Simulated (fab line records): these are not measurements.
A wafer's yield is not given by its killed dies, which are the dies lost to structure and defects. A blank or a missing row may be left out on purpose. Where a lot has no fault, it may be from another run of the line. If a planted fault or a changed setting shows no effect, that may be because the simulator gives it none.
Which tool was responsible? :: flow gf180mcu :: 6 lots, 18 wafers sampled, at 2 steps of a route of 602

== WHAT THE GAUGES SHOWED, per wafer ==
GF_VT_IMPLANT_TW_MEAS_10.
lot: L408
measured: day 6 08:58
on: filmMetro-01
VT_IMPLANT_TW: 561 562 558

lot: L411
measured: day 7 05:31
on: filmMetro-01
VT_IMPLANT_TW: 561 563 564

lot: L414
measured: day 7 23:31
on: filmMetro-03
VT_IMPLANT_TW: 575 574 572

lot: L418
measured: day 8 23:22
on: filmMetro-04
VT_IMPLANT_TW: 568 570 569

lot: L425
measured: day 10 22:14
on: filmMetro-03
VT_IMPLANT_TW: 573 574 575

lot: L427
measured: day 11 05:56
on: filmMetro-01
VT_IMPLANT_TW: 563 564 564

== TOOL THAT RAN EACH LOT (tool first, then ch and the chambers of the sampled wafers, then the start) ==
lot: L408
GF_NWELL_STRIP_10: plasmaAsher-03 ch 0,1, day 4 00:13

lot: L411
GF_NWELL_STRIP_10: plasmaAsher-03 ch 0,1, day 4 17:47

lot: L414
GF_NWELL_STRIP_10: plasmaAsher-04 ch 0,1, day 5 10:22

lot: L418
GF_NWELL_STRIP_10: plasmaAsher-02 ch 0,1, day 6 07:43

lot: L425
GF_NWELL_STRIP_10: plasmaAsher-03 ch 0,1, day 8 00:53

lot: L427
GF_NWELL_STRIP_10: plasmaAsher-02 ch 0,1, day 8 07:34
- GF_NWELL_STRIP_10: strips in O2/N2.

== THE ANSWER, worked out from the rows above alone ==
Rule: the usual values come from the lots themselves. Put in order of their means at a reading, lots are off if they are a third of the lots or fewer, leave a main group of 4 or more, and stand apart from it by a gap of 3 or more times the standard deviation of the main group's means; of several such gaps the widest counts. If all means in a main group match to the digits the tables above print for the reading, that group is not used. Also off: a lot with no number at a reading for which 4 or more lots have one. Any other lot the step has rows for is counted as sound.
Nothing can be told from this: no lot is off at any reading shown.

== WHAT HAD BEEN PUT IN BY THE SIMULATOR ==
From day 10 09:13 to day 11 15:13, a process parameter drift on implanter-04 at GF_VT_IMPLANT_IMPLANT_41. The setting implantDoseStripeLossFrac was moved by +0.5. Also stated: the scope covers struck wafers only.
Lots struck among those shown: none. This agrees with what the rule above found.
